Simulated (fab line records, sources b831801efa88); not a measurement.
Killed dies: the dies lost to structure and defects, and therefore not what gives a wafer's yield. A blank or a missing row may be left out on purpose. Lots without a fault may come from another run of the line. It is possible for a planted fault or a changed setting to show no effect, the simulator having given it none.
Struck lot and sound lot, side by side :: flow sky130 :: 18 steps out of a route of 708
Sound: the wafers L646.1, L646.3, L646.4. Struck: wafers L639.1, L639.4, L639.5. At the end, the cause is stated.
Per side, at each step with rows, come the tool, then ch with its chambers, and then its first start. Under that, the readings that differ: sound wafers :: struck wafers :: difference of the means :: sigmas: that difference in standard deviations of wafers without a fault.
alike: a reading whose means differ by less than 2 such deviations, as well as words and numbers matching on both sides. not compared: withheld readings; readings where some wafer has no value; bounds like >300 that might hide an equal value; numbers whose values overlap and for which the record gives no deviation.
A row with sigmas, a row that says differs or no value, or rows on one side alone: a step with any of these is where the two part. Numbers that don't overlap but have no deviation are shown without sigmas and don't part them. A reading that every wafer of one side lacks parts them only if that side has two wafers or more.

first, 3 steps without rows for these wafers: SKY_SONOS_ONO_WET_ETCH_18 (etches Si3N4 in H3PO4, target depth 15 nm, time 172 s); SKY_GATE_OXIDE_CLEAN_00 (cleans in SC1/SC2, time 150 s); SKY_GATE_OXIDE_OXIDATION_01 (stabilise 600 s, purge 300 s, target thk 10.268 nm).
SKY_GATE_OXIDE_THK_MEAS_02:
  struck on film metro-03, day 15 10:11; sound on film metro-01, day 17 17:02
  alike: GATE_OXIDE_OXIDATION_00_THK
then, 7 steps without rows for these wafers: SKY_GATE_OXIDE_DEHYDRATE_03 (time 60 s); SKY_GATE_OXIDE_HMDS_04 (prime time 60 s); SKY_GATE_OXIDE_COAT_05 (resist thk 1140 nm); SKY_GATE_OXIDE_SOFTBAKE_06 (time 60 s); SKY_GATE_OXIDE_EXPOSE_07 (exposes mask LVOM, target cd 600 nm); SKY_GATE_OXIDE_PEB_08; SKY_GATE_OXIDE_DEVELOP_09 (develop time 60 s).
SKY_GATE_OXIDE_OVL_MEAS_10:
  struck on overlay-01, day 16 14:00; sound on overlay-01, day 18 23:36
  alike: GATE_OXIDE_OVL
SKY_GATE_OXIDE_IMPLANT_11:
  sound on implanter-03 ch 0, day 18 23:38; struck on implanter-02 ch 0, day 16 14:09
reading: dose ions cm2
sound: 2.6022e+12 2.6016e+12 2.5997e+12
struck: 1.326e+13 1.3259e+13 1.3257e+13
difference: +1.066e+13
sigmas: +99 or more

reading: faraday current uA
sound: 14.59 14.73 14.86
struck: 74.22 74.72 73.96
difference: +59.57
sigmas: +99 or more
then, 1 step without rows for these wafers: SKY_GATE_OXIDE_WET_ETCH_12 (etches SiO2 in dHF, target depth 16.8 nm, time 336 s).
SKY_GATE_OXIDE_STRIP_13: strips in O2/N2.
  sound on plasma asher-03 ch 0,1, day 18 23:53; struck on plasma asher-01 ch 0,1, day 16 14:24
  alike: drypump motor current A, oes product au, strip time to endpoint s
  not compared: rf hours counter h
SKY_GATE_OXIDE_TW_MEAS_14:
  struck on film metro-04, day 16 14:30; sound on film metro-01, day 18 23:59
reading: GATE_OXIDE_TW
sound: 224.6 224.3 223.6
struck: 358.7 360.2 359.8
difference: +135.4
sigmas: +59
then, 1 step without rows for these wafers: SKY_GATE_OXIDE_CLEAN_15 (cleans in SC1/SC2, time 150 s).
SKY_PAD_OPEN_PROBE_99:
  sound wafers here have rows in the record (prober-01, day 49 12:07); struck ones have none

## WHERE THEY PART
Earliest at SKY_GATE_OXIDE_IMPLANT_11; latest, in this record, at SKY_PAD_OPEN_PROBE_99.

WHY: the cause the simulator had injected
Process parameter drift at SKY_GATE_OXIDE_IMPLANT_11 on implanter-02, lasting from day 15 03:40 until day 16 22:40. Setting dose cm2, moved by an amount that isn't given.
